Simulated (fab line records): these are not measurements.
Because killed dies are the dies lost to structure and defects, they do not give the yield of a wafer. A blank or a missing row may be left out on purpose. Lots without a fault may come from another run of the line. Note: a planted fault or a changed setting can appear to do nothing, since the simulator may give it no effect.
fab line records + flow sky130
record:
- lots: 5
- wafers: 15
- lastDay: 50
route steps=708 shown VT_ADJUST_HVTP@94 VT_ADJUST_LVTN@97 VT_ADJUST_NCORE@119
lots with no fault: from the same line, run without faults
startH: start of the lot's first displayed wafer, in hours after the record's first day + waitH: hours from the lot's prior step to this one + " as in the row above + L1.1+2: a row that stands for several wafers + - no value, or no start was given + * or withheld: withheld + < > ~ a bound
route shown NAME@n: NAME is a module with steps in the file, n the number in the route of the first one + usual: mean/standard deviation taken from wafers without a fault + same: alike in all rows + chamber/n: place in a boat + sites: readings site by site + _std_site: standard deviation of those values + _edge_site: outer sites' mean less inner sites' + radiusMm: how far each site lies from the wafer's centre + mask NAME#n: copy n + behind: the most recent tool/chamber to have shaped the wafer + hold: why the lot was held/for how many hours/how that ended + device: which transistor (n, p or np) failed to switch + end of line: tests of these same wafers at the route's end + step lacking rows: just its recipe + killed: dies lost to structure and defects at the first sort, not the wafer's yield + map: a wafer's dies, x killed, . not, _ none there
set.NAME: the run value of the setting; set.NAME@STEP: its run value at that earlier step + model.NAME: the simulator's own value behind a step, which no gauge read
lots at selected steps of the route; one table per step, one row per wafer
services: when a tool's chamber went out of use (startH, in hours from the record's first day, below 0 if earlier), for how many hours, and the reason
== steps ==
step: SKY_VT_ADJUST_HVTP_IMPLANT_09
recipe:
- species: As
- energyKev: 150
- doseCm2: 4.3e+12
- tiltDeg: withheld
step: SKY_VT_ADJUST_HVTP_STRIP_10
recipe:
- chemistry: O2/N2
- powerW: 1400
- pressureMtorr: 1500
- platenTempC: withheld
- o2FlowSccm: 3000
- n2FlowSccm: 300
- overashFraction: 0.5
usual:
- chamberPressureMTorr: 1500.1/1.4
- drypumpMotorCurrentA: 5.4/0.48
- oesProductAu: 0.716/0.0044
- stripTimeToEndpointS: 14.18/0.044
same:
- overashFraction: 0.5
| lot.wafer | tool           | chamber | startH | waitH | chamberPressureMTorr | drypumpMotorCurrentA | oesProductAu | rfHoursCounterH | stripTimeToEndpointS |
|-----------|----------------|---------|--------|-------|----------------------|----------------------|--------------|-----------------|----------------------|
| L804.2    | plasmaAsher-03 | 1       | 120.86 | 0.1   | 1501.1               | 5.6                  | 0.714        | 45              | 14.17                |
| L804.4    | "              | 1       | "      | "     | 1498.9               | 5.6                  | 0.723        | -               | 14.11                |
| L804.6    | "              | 0       | "      | "     | 1500.0               | 6.0                  | 0.720        | -               | 14.20                |
| L805.1    | plasmaAsher-02 | 1       | 127.42 | 0.1   | 1497.6               | 4.6                  | 0.716        | 45              | 14.21                |
| L805.4    | "              | 1       | "      | "     | 1500.9               | 4.7                  | 0.717        | -               | 14.24                |
| L805.6    | "              | 0       | "      | "     | 1502.2               | 5.9                  | 0.716        | -               | 14.21                |
| L820.3    | plasmaAsher-02 | 0       | 223.49 | 0.1   | 1500.1               | 5.9                  | 0.716        | -               | 14.23                |
| L820.4    | "              | 1       | "      | "     | 1501.0               | 4.7                  | 0.715        | -               | 14.20                |
| L820.6    | "              | 1       | "      | "     | 1500.8               | 4.7                  | 0.720        | -               | 14.22                |
| L824.1    | plasmaAsher-04 | 0       | 252.06 | 0.1   | 1500.7               | 5.6                  | 0.708        | 44              | 14.23                |
| L824.5    | "              | 0       | "      | "     | 1498.5               | 5.6                  | 0.719        | -               | 14.18                |
| L824.6    | "              | 1       | "      | "     | 1499.3               | 5.0                  | 0.720        | -               | 14.16                |
| L827.4    | plasmaAsher-02 | 0       | 266.04 | 0.1   | 1501.4               | 5.9                  | 0.709        | -               | 14.12                |
| L827.5    | "              | 1       | "      | "     | 1500.5               | 4.7                  | 0.712        | -               | 14.17                |
| L827.6    | "              | 0       | "      | "     | 1500.3               | 5.8                  | 0.716        | -               | 14.17                |
step: SKY_VT_ADJUST_HVTP_TW_MEAS_11
usual:
- VT_ADJUST_HVTP_TW: 1354/6.7
| lot.wafer | tool         | chamber | startH | waitH | VT_ADJUST_HVTP_TW |
|-----------|--------------|---------|--------|-------|-------------------|
| L804.2    | filmMetro-01 | -       | 120.97 | 0.1   | 1367              |
| L804.4    | "            | -       | "      | "     | 1366              |
| L804.6    | "            | -       | "      | "     | 1363              |
| L805.1    | filmMetro-01 | -       | 127.52 | 0.1   | 1366              |
| L805.4    | "            | -       | "      | "     | 1366              |
| L805.6    | "            | -       | "      | "     | 1364              |
| L820.3    | filmMetro-02 | -       | 223.57 | 0.1   | 1346              |
| L820.4    | "            | -       | "      | "     | 1347              |
| L820.6    | "            | -       | "      | "     | 1346              |
| L824.1    | filmMetro-02 | -       | 252.16 | 0.1   | 1353              |
| L824.5    | "            | -       | "      | "     | 1359              |
| L824.6    | "            | -       | "      | "     | 1353              |
| L827.4    | filmMetro-02 | -       | 266.14 | 0.1   | 1351              |
| L827.5    | "            | -       | "      | "     | 1353              |
| L827.6    | "            | -       | "      | "     | 1354              |
step: SKY_VT_ADJUST_LVTN_DEHYDRATE_00
recipe:
- tempC: 200
- timeS: 60
step: SKY_VT_ADJUST_LVTN_HMDS_01
recipe:
- primeTimeS: 60
- primeTempC: 120
step: SKY_VT_ADJUST_LVTN_COAT_02
recipe:
- spinRpm: 2000
- resistThkNm: 3000
step: SKY_VT_ADJUST_LVTN_SOFTBAKE_03
recipe:
- tempC: 110
- timeS: withheld
step: SKY_VT_ADJUST_LVTN_EXPOSE_04
recipe:
- maskId: NWM_COMPLEMENT_LESS_NATIVE
- na: 0.6
- sourceShape: conventional
- sigmaOuter: 0.6
- polarization: unpolarized
- targetCdNm: 840
- doseMj: 194
step: SKY_VT_ADJUST_LVTN_PEB_05
recipe:
- tempC: 115
- timeS: withheld
step: SKY_VT_ADJUST_LVTN_DEVELOP_06
recipe:
- wallAngleDeg: 90
- developer: TMAH
- developTimeS: 61
- devTempC: 23
step: SKY_VT_ADJUST_LVTN_OVL_MEAS_07
usual:
- VT_ADJUST_LVTN_OVL: 0.8/1.7
| lot.wafer | tool       | chamber | startH | waitH | VT_ADJUST_LVTN_OVL[nm] |
|-----------|------------|---------|--------|-------|------------------------|
| L804.2    | overlay-02 | -       | 139.80 | -     | -1.3                   |
| L804.4    | "          | -       | "      | "     | -0.8                   |
| L804.6    | "          | -       | "      | "     | -1.7                   |
| L805.1    | overlay-02 | -       | 146.15 | -     | 2.0                    |
| L805.4    | "          | -       | "      | "     | -0.3                   |
| L805.6    | "          | -       | "      | "     | -0.1                   |
| L820.3    | overlay-02 | -       | 244.66 | -     | 2.0                    |
| L820.4    | "          | -       | "      | "     | -0.6                   |
| L820.6    | "          | -       | "      | "     | 2.3                    |
| L824.1    | overlay-01 | -       | 275.35 | -     | 0.2                    |
| L824.5    | "          | -       | "      | "     | 0.1                    |
| L824.6    | "          | -       | "      | "     | -0.8                   |
| L827.4    | overlay-01 | -       | 291.18 | -     | 0.9                    |
| L827.5    | "          | -       | "      | "     | 0.2                    |
| L827.6    | "          | -       | "      | "     | -0.2                   |
step: SKY_VT_ADJUST_LVTN_IMPLANT_08
recipe:
- species: B
- energyKev: 30.31
- doseCm2: 1.57e+12
- tiltDeg: withheld
step: SKY_VT_ADJUST_LVTN_STRIP_09
recipe:
- chemistry: O2/N2
- powerW: 1400
- pressureMtorr: 1500
- platenTempC: withheld
- o2FlowSccm: 3000
- n2FlowSccm: 300
- overashFraction: 0.5
usual:
- chamberPressureMTorr: 1500.1/1.3
- drypumpMotorCurrentA: 5.4/0.42
- oesProductAu: 0.722/0.0046
- stripTimeToEndpointS: 36.92/0.11
same:
- overashFraction: 0.5
| lot.wafer | tool           | chamber | startH | waitH | chamberPressureMTorr | drypumpMotorCurrentA | oesProductAu | rfHoursCounterH | stripTimeToEndpointS | model.coat_of_VT_ADJUST_LVTN_COAT_02.thkNm |
|-----------|----------------|---------|--------|-------|----------------------|----------------------|--------------|-----------------|----------------------|--------------------------------------------|
| L804.2    | plasmaAsher-02 | 0       | 139.98 | 0.1   | 1501.1               | 5.8                  | 0.729        | 46              | 37.02                | 0                                          |
| L804.4    | "              | 1       | "      | "     | 1499.3               | 4.7                  | 0.714        | -               | 36.87                | 0                                          |
| L804.6    | "              | 1       | "      | "     | 1500.9               | 4.7                  | 0.730        | -               | 37.06                | 0                                          |
| L805.1    | plasmaAsher-01 | 1       | 146.34 | 0.1   | 1500.6               | 5.5                  | 0.726        | 3               | 37.00                | 0                                          |
| L805.4    | "              | 0       | "      | "     | 1499.6               | 5.5                  | 0.719        | -               | 36.88                | 0                                          |
| L805.6    | "              | 0       | "      | "     | 1500.2               | 5.5                  | 0.728        | -               | 36.98                | 0                                          |
| L820.3    | plasmaAsher-01 | 1       | 244.87 | 0.1   | 1496.9               | 5.5                  | 0.946        | -               | -                    | 1221                                       |
| L820.4    | "              | 0       | "      | "     | 1501.2               | 5.5                  | 0.950        | -               | -                    | 1223                                       |
| L820.6    | "              | 0       | "      | "     | 1499.9               | 5.5                  | 0.944        | -               | -                    | 1219                                       |
| L824.1    | plasmaAsher-04 | 1       | 275.54 | 0.1   | 1500.3               | 5.1                  | 0.719        | 46              | 36.97                | 0                                          |
| L824.5    | "              | 0       | "      | "     | 1500.3               | 5.6                  | 0.727        | -               | 37.10                | 0                                          |
| L824.6    | "              | 1       | "      | "     | 1501.7               | 5.0                  | 0.725        | -               | 37.00                | 0                                          |
| L827.4    | plasmaAsher-02 | 0       | 291.39 | 0.1   | 1498.2               | 5.8                  | 0.726        | -               | 36.93                | 0                                          |
| L827.5    | "              | 0       | "      | "     | 1501.5               | 5.8                  | 0.717        | -               | 37.01                | 0                                          |
| L827.6    | "              | 1       | "      | "     | 1498.6               | 4.7                  | 0.732        | -               | 36.89                | 0                                          |
step: SKY_VT_ADJUST_LVTN_TW_MEAS_10
usual:
- VT_ADJUST_LVTN_TW: 241.2/1.1
| lot.wafer | tool         | chamber | startH | waitH | VT_ADJUST_LVTN_TW |
|-----------|--------------|---------|--------|-------|-------------------|
| L804.2    | filmMetro-03 | -       | 140.09 | 0.1   | 238.9             |
| L804.4    | "            | -       | "      | "     | 240.1             |
| L804.6    | "            | -       | "      | "     | 239.3             |
| L805.1    | filmMetro-01 | -       | 146.44 | 0.1   | 239.3             |
| L805.4    | "            | -       | "      | "     | 240.7             |
| L805.6    | "            | -       | "      | "     | 239.9             |
| L820.3    | filmMetro-01 | -       | 244.96 | 0.1   | 242.3             |
| L820.4    | "            | -       | "      | "     | 242.8             |
| L820.6    | "            | -       | "      | "     | 243.2             |
| L824.1    | filmMetro-03 | -       | 275.64 | 0.1   | 241.7             |
| L824.5    | "            | -       | "      | "     | 241.4             |
| L824.6    | "            | -       | "      | "     | 241.3             |
| L827.4    | filmMetro-04 | -       | 291.48 | 0.1   | 242.1             |
| L827.5    | "            | -       | "      | "     | 242.2             |
| L827.6    | "            | -       | "      | "     | 243.3             |
step: SKY_VT_ADJUST_LVTN_DEHYDRATE_11
recipe:
- tempC: 200
- timeS: 60
step: SKY_VT_ADJUST_LVTN_HMDS_12
recipe:
- primeTimeS: 60
- primeTempC: 120
step: SKY_VT_ADJUST_LVTN_COAT_13
recipe:
- resist: NOVOLAK
- spinRpm: 3000
- resistThkNm: 1140
step: SKY_VT_ADJUST_LVTN_SOFTBAKE_14
recipe:
- tempC: 90
- timeS: 60
- resist: NOVOLAK
step: SKY_VT_ADJUST_LVTN_EXPOSE_15
recipe:
- maskId: HVN_STD_DERIVED
- na: 0.6
- sourceShape: conventional
- sigmaOuter: 0.6
- polarization: unpolarized
- targetCdNm: 600
- doseMj: 163
step: SKY_VT_ADJUST_LVTN_PEB_16
recipe:
- tempC: withheld
- timeS: *
- resist: NOVOLAK
step: SKY_VT_ADJUST_LVTN_DEVELOP_17
recipe:
- resist: NOVOLAK
- developer: TMAH
- developTimeS: 60
- devTempC: 23
step: SKY_VT_ADJUST_LVTN_OVL_MEAS_18
usual:
- VT_ADJUST_LVTN_01_OVL: 0.6/1.5
| lot.wafer | tool       | chamber | startH | waitH | VT_ADJUST_LVTN_01_OVL[nm] |
|-----------|------------|---------|--------|-------|---------------------------|
| L804.2    | overlay-01 | -       | 159.02 | 0.1   | 1.9                       |
| L804.4    | "          | -       | "      | "     | 2.9                       |
| L804.6    | "          | -       | "      | "     | 2.3                       |
| L805.1    | overlay-02 | -       | 166.20 | 0.1   | 1.9                       |
| L805.4    | "          | -       | "      | "     | 0.1                       |
| L805.6    | "          | -       | "      | "     | 0.5                       |
| L820.3    | overlay-02 | -       | 268.33 | 0.1   | 1.9                       |
| L820.4    | "          | -       | "      | "     | 1.0                       |
| L820.6    | "          | -       | "      | "     | 0.3                       |
| L824.1    | overlay-02 | -       | 300.15 | 0.1   | 0.0                       |
| L824.5    | "          | -       | "      | "     | 0.4                       |
| L824.6    | "          | -       | "      | "     | 0.8                       |
| L827.4    | overlay-01 | -       | 316.48 | 0.1   | -0.3                      |
| L827.5    | "          | -       | "      | "     | 0.0                       |
| L827.6    | "          | -       | "      | "     | 1.2                       |
step: SKY_VT_ADJUST_LVTN_IMPLANT_19
recipe:
- species: B
- energyKev: 30
- doseCm2: 6.5e+11
- tiltDeg: withheld
step: SKY_VT_ADJUST_LVTN_STRIP_20
recipe:
- chemistry: O2/N2
- powerW: 1400
- pressureMtorr: 1500
- platenTempC: withheld
- o2FlowSccm: 3000
- n2FlowSccm: 300
- overashFraction: 0.5
usual:
- chamberPressureMTorr: 1500.1/1.4
- drypumpMotorCurrentA: 5.4/0.42
- oesProductAu: 0.716/0.0047
- stripTimeToEndpointS: 14.19/0.037
same:
- overashFraction: 0.5
| lot.wafer | tool           | chamber | startH | waitH | chamberPressureMTorr | drypumpMotorCurrentA | oesProductAu | rfHoursCounterH | stripTimeToEndpointS |
|-----------|----------------|---------|--------|-------|----------------------|----------------------|--------------|-----------------|----------------------|
| L804.2    | plasmaAsher-02 | 1       | 159.20 | 0.1   | 1499.8               | 4.7                  | 0.712        | 48              | 14.18                |
| L804.4    | "              | 1       | "      | "     | 1500.9               | 4.7                  | 0.719        | -               | 14.21                |
| L804.6    | "              | 0       | "      | "     | 1499.3               | 5.8                  | 0.719        | -               | 14.22                |
| L805.1    | plasmaAsher-02 | 0       | 166.39 | 0.1   | 1499.2               | 5.9                  | 0.708        | 49              | 14.19                |
| L805.4    | "              | 0       | "      | "     | 1499.8               | 5.9                  | 0.720        | -               | 14.20                |
| L805.6    | "              | 0       | "      | "     | 1501.9               | 5.9                  | 0.718        | -               | 14.18                |
| L820.3    | plasmaAsher-02 | 0       | 268.54 | 0.1   | 1500.0               | 5.8                  | 0.724        | -               | 32.47                |
| L820.4    | "              | 1       | "      | "     | 1499.3               | 4.7                  | 0.724        | -               | 32.47                |
| L820.6    | "              | 0       | "      | "     | 1499.6               | 5.8                  | 0.730        | -               | 32.41                |
| L824.1    | plasmaAsher-02 | 1       | 300.34 | 0.1   | 1500.6               | 4.7                  | 0.711        | 62              | 14.19                |
| L824.5    | "              | 0       | "      | "     | 1501.1               | 5.8                  | 0.719        | -               | 14.24                |
| L824.6    | "              | 1       | "      | "     | 1499.4               | 4.7                  | 0.714        | -               | 14.21                |
| L827.4    | plasmaAsher-04 | 1       | 316.69 | 0.1   | 1499.8               | 5.0                  | 0.730        | -               | 14.22                |
| L827.5    | "              | 1       | "      | "     | 1497.8               | 5.0                  | 0.726        | -               | 14.24                |
| L827.6    | "              | 0       | "      | "     | 1501.2               | 5.6                  | 0.719        | -               | 14.23                |
step: SKY_VT_ADJUST_LVTN_TW_MEAS_21
usual:
- VT_ADJUST_LVTN_2_TW: 187.9/1.1
| lot.wafer | tool         | chamber | startH | waitH | VT_ADJUST_LVTN_2_TW |
|-----------|--------------|---------|--------|-------|---------------------|
| L804.2    | filmMetro-01 | -       | 159.31 | 0.1   | 187.3               |
| L804.4    | "            | -       | "      | "     | 187.8               |
| L804.6    | "            | -       | "      | "     | 186.9               |
| L805.1    | filmMetro-04 | -       | 166.49 | 0.1   | 188.2               |
| L805.4    | "            | -       | "      | "     | 188.2               |
| L805.6    | "            | -       | "      | "     | 188.5               |
| L820.3    | filmMetro-04 | -       | 268.62 | 0.1   | 30.3                |
| L820.4    | "            | -       | "      | "     | 30.2                |
| L820.6    | "            | -       | "      | "     | 30.2                |
| L824.1    | filmMetro-01 | -       | 300.44 | 0.1   | 188.4               |
| L824.5    | "            | -       | "      | "     | 189.3               |
| L824.6    | "            | -       | "      | "     | 188.8               |
| L827.4    | filmMetro-03 | -       | 316.78 | 0.1   | 186.8               |
| L827.5    | "            | -       | "      | "     | 186.2               |
| L827.6    | "            | -       | "      | "     | 187.1               |
step: SKY_VT_ADJUST_NCORE_DEHYDRATE_00
recipe:
- tempC: 200
- timeS: 60
== services ==
| tool           | chamber | startH | hours | kind      |
|----------------|---------|--------|-------|-----------|
| plasmaAsher-01 | -       | 108.75 | 9.0   | pm        |
| plasmaAsher-01 | 0       | 108.75 | 9.0   | ventCycle |
| plasmaAsher-01 | 1       | 108.75 | 9.0   | ventCycle |
| plasmaAsher-01 | 0       | 117.75 | -     | clean     |
| plasmaAsher-01 | 1       | 117.75 | -     | clean     |
| plasmaAsher-04 | -       | 140.67 | 2.8   | pm        |
| plasmaAsher-03 | -       | 142.41 | 2.2   | repair    |
| plasmaAsher-02 | -       | 203.82 | 4.0   | pm        |
| plasmaAsher-02 | -       | 211.80 | 1.2   | repair    |
| plasmaAsher-01 | -       | 232.03 | 2.3   | repair    |
| plasmaAsher-02 | -       | 303.53 | 2.1   | repair    |
| plasmaAsher-03 | -       | 304.21 | 1.6   | repair    |
== key ==
firstSign:
- step: SKY_VT_ADJUST_LVTN_STRIP_09
- reading: oesProductAu
- direction: up
- sigmas: 49
- usual: 0.722
- struck: 0.946
effect:
- step: SKY_VT_ADJUST_LVTN_STRIP_20
- reading: stripTimeToEndpointS
- direction: up
- sigmas: 99+
- usual: *
- struck: *
effect:
- step: SKY_VT_ADJUST_LVTN_TW_MEAS_21
- reading: VT_ADJUST_LVTN_2_TW
- direction: down
- sigmas: 99+
- usual: 187.9
- struck: 30.2
modelEffect:
- step: SKY_VT_ADJUST_LVTN_STRIP_09
- value: coat_of_VT_ADJUST_LVTN_COAT_02.thkNm
- without: 0
- struck: 1221
metAt SKY_VT_ADJUST_LVTN_STRIP_09
struckWafers L820.3,L820.4,L820.6
sortLeftOut L820.3,L820.4,L820.6
testerLeftOut L820
onsetBetween 146.34 244.87
fault:
- kind: stripAborted
- tool: plasmaAsher-01
- chamber: -
- onsetH: 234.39
- steps: SKY_VT_ADJUST_LVTN_STRIP_09
- offset: 0.6592
- endH: 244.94
testerLeftOut: of these lots the tester's yield and bins aren't shown, on N5 and GAA mostly nor the transistor test; their killed dies are dies lost to structure and defects alone, not to doping, threshold or leakage, so they don't give the yield
sortLeftOut: the simulated sort isn't trusted on such a fault, so these wafers' sort isn't shown, and their yield isn't known
